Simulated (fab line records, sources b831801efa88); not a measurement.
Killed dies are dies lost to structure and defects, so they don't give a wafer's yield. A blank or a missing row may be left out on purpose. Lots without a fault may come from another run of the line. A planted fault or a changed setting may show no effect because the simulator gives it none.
Chamber matching | flow gf180mcu | GF_V3_ETCH_16 on rie_diel-03: 4 sister chambers
The step etches BARC in N2/H2. 14 wafers are shown with their chamber, then 7 later ones without.

WAFERS WITH THEIR CHAMBER
wafer  | chamber | drypump_motor_current_A (A) | h2_flow_sccm (sccm) | oes_product_au (a.u.)
L859.1 | 2       | 6.4                         | 199.3               | 0.854
L859.5 | 0       | 6.1                         | 200.2               | 0.854
L859.6 | 3       | 5.6                         | 200.3               | 0.851
L861.1 | 0       | 6.1                         | 200.9               | 0.856
L861.3 | 3       | 5.6                         | 200.8               | 0.853
L861.6 | 0       | 6.1                         | 201.1               | 0.855
L865.3 | 3       | 5.6                         | 199.7               | 0.857
L865.4 | 1       | 5.7                         | 199.1               | 0.864
L865.5 | 0       | 6.1                         | 200.4               | 0.859
L873.1 | 2       | 6.4                         | 199.6               | 0.860
L873.2 | 1       | 5.6                         | 200.2               | 0.860
L873.4 | 3       | 5.6                         | 199.7               | 0.861
L875.3 | 2       | 6.4                         | 199.8               | 0.859
L875.5 | 3       | 5.6                         | 200.3               | 0.852

SIGNATURES (means of the wafers above)
reading                 | chamber 0 | chamber 1 | chamber 2 | chamber 3 | scatter within a chamber
drypump_motor_current_A | 6.100     | 5.650     | 6.400     | 5.600     | 0.0224
h2_flow_sccm            | 200.650   | 199.650   | 199.567   | 200.160   | 0.462
oes_product_au          | 0.85600   | 0.86200   | 0.85767   | 0.85480   | 0.00334
Rule: a wafer's distance from a chamber is the root of the sum, over the readings, of the square of ((its reading less the chamber's mean) divided by the reading's scatter). The wafer belongs to the nearest chamber; if the next one is less than 2 further off, it can't be placed. The scatter: the root of (the sum of the squares of (reading less its chamber's mean) over the shown wafers, divided by (wafers less chambers)).

WAFERS WITHOUT THEIR CHAMBER
wafer  | drypump_motor_current_A (A) | h2_flow_sccm (sccm) | oes_product_au (a.u.)
L875.6 | 6.4                         | 199.9               | 0.860
L878.1 | 5.7                         | 200.4               | 0.849
L878.3 | 6.5                         | 199.9               | 0.851
L878.4 | 5.6                         | 200.4               | 0.849
L879.1 | 6.4                         | 199.3               | 0.856
L879.3 | 6.1                         | 200.5               | 0.857
L879.4 | 6.4                         | 200.2               | 0.856

WHICH CHAMBER EACH WENT THROUGH
wafer  | from the rows above     | in truth
L875.6 | 2                       | 2
L878.1 | can't be placed: 1 or 3 | 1
L878.3 | 2                       | 2
L878.4 | 3                       | 3
L879.1 | 2                       | 2
L879.3 | 0                       | 0
L879.4 | 2                       | 2
Placed correctly: 6 of 7. Can't be placed from these rows: 1 (the true chamber is among the candidates in 1). Placed wrongly: 0.
